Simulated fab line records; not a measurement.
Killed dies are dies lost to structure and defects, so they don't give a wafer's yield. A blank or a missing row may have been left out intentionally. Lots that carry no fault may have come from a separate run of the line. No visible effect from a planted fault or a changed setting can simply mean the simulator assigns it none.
Struck lot and sound lot, side by side | flow sky130 | 36 out of 708 route steps
Sound: these wafers, L443.1, L443.2, L443.5. Wafers L450.3, L450.5, L450.6 were the ones struck. The cause comes at the end.
For every step that has rows: the tool of each side, followed by ch and its chambers, followed by its first start. Under that, the readings that differ: sound wafers | struck wafers | difference of the means | sigmas: that difference in standard deviations of wafers without a fault.
alike: readings with means less than 2 such deviations apart, plus words and numbers identical on both sides. not compared: withheld readings, readings lacking a value on some wafer, bounds such as >300 that could conceal the same value, and numbers that have no deviation in the record and whose values overlap.
A row with sigmas, a row that says differs or no value, or rows on one side alone: a step with any of these is where the two part. Numbers that have no deviation but don't overlap get no sigmas and don't part them. A reading that every wafer of one side lacks parts them only if that side has two wafers or more.

first, 10 steps without rows for these wafers: SKY_METAL4_DEHYDRATE_05 (time 60 s); SKY_METAL4_HMDS_06 (prime time 60 s); SKY_METAL4_COAT_07 (resist thk 60 nm); SKY_METAL4_COAT_08 (resist thk 1140 nm); SKY_METAL4_SOFTBAKE_09 (time 90 s); SKY_METAL4_EXPOSE_10 (exposes mask MM4, target cd 300 nm); SKY_METAL4_PEB_11; SKY_METAL4_DEVELOP_12 (develop time 60 s); SKY_METAL4_DESCUM_15 (chemistry O2, time 8 s); SKY_METAL4_ETCH_16 (etches BARC in N2/H2, stops on SiO2, time 88.2 s, target depth 60 nm).
SKY_METAL4_ETCH_17: etches SiO2 in C4F8/O2/Ar, stops on TiN, time 3.78 s, target depth 15 nm.
  sound on rieDiel-04 ch 0,1,2, day 43 18:31; struck on rieDiel-04 ch 1,2,3, day 45 06:51
  alike: biasW, chamberPressureMTorr, oesProductAu
  not compared: rfHoursCounterH
then, 24 steps without rows for these wafers: SKY_METAL4_METAL_ETCH_18 (etches the open film in Cl2/BCl3, stops on SiO2, target depth 845 nm, time 183.1 s); SKY_METAL4_STRIP_19 (strips in O2/N2); SKY_METAL4_STRIP_20 (strips in post etch residue remover, time 1200 s); SKY_METAL4_CLEAN_21 (cleans in IPA, time 180 s); SKY_METAL4_CLEAN_22 (cleans in O3/DIW); SKY_VIA4_HDPCVD_00 (deposits SiO2, target thk 1750 nm, time 291.7 s); SKY_VIA4_CMP_02 (polishes SiO2); SKY_VIA4_DEHYDRATE_04 (time 60 s); SKY_VIA4_HMDS_05 (prime time 60 s); SKY_VIA4_COAT_06 (resist thk 1140 nm); SKY_VIA4_SOFTBAKE_07 (time 62.73 s); SKY_VIA4_EXPOSE_08 (exposes mask VIM4, target cd 800 nm); SKY_VIA4_PEB_09; SKY_VIA4_DEVELOP_10 (develop time 60 s); SKY_VIA4_ETCH_12 (etches SiO2 in C4F8/O2/Ar, stops on TiN, target depth 580 nm); SKY_VIA4_STRIP_13 (strips in O2/N2); SKY_VIA4_STRIP_14 (strips in post etch residue remover, time 1200 s); SKY_VIA4_CLEAN_15 (cleans in IPA, time 180 s); SKY_VIA4_CLEAN_16 (cleans in O3/DIW); SKY_VIA4_SPUTTER_17 (material TiN, target thk 20 nm, time 80 s); SKY_VIA4_CVD_18 (deposits W, target thk 505 nm, time 152.14 s); SKY_VIA4_CMP_21 (polishes, stops on SiO2, t overpolish 25 s, target thk 0 nm); SKY_METAL5_SPUTTER_00 (material Ti, target thk 15 nm, time 10 s); SKY_METAL5_SPUTTER_01 (material TiN, target thk 20 nm, time 16.7 s).
-- the record jumps here: 4 days lie between the struck wafers' starts before and after (it left off in module METAL5 and takes up again in module PAD_OPEN, whose first step shown is number 708 of the route) --
SKY_PAD_OPEN_PROBE_99:
  rows exist in the record for the struck wafers here (prober-01, day 48 23:50), but not for the sound ones

## WHERE THEY PART
SKY_PAD_OPEN_PROBE_99 only, going by this record.

WHY: whatever the simulator had introduced
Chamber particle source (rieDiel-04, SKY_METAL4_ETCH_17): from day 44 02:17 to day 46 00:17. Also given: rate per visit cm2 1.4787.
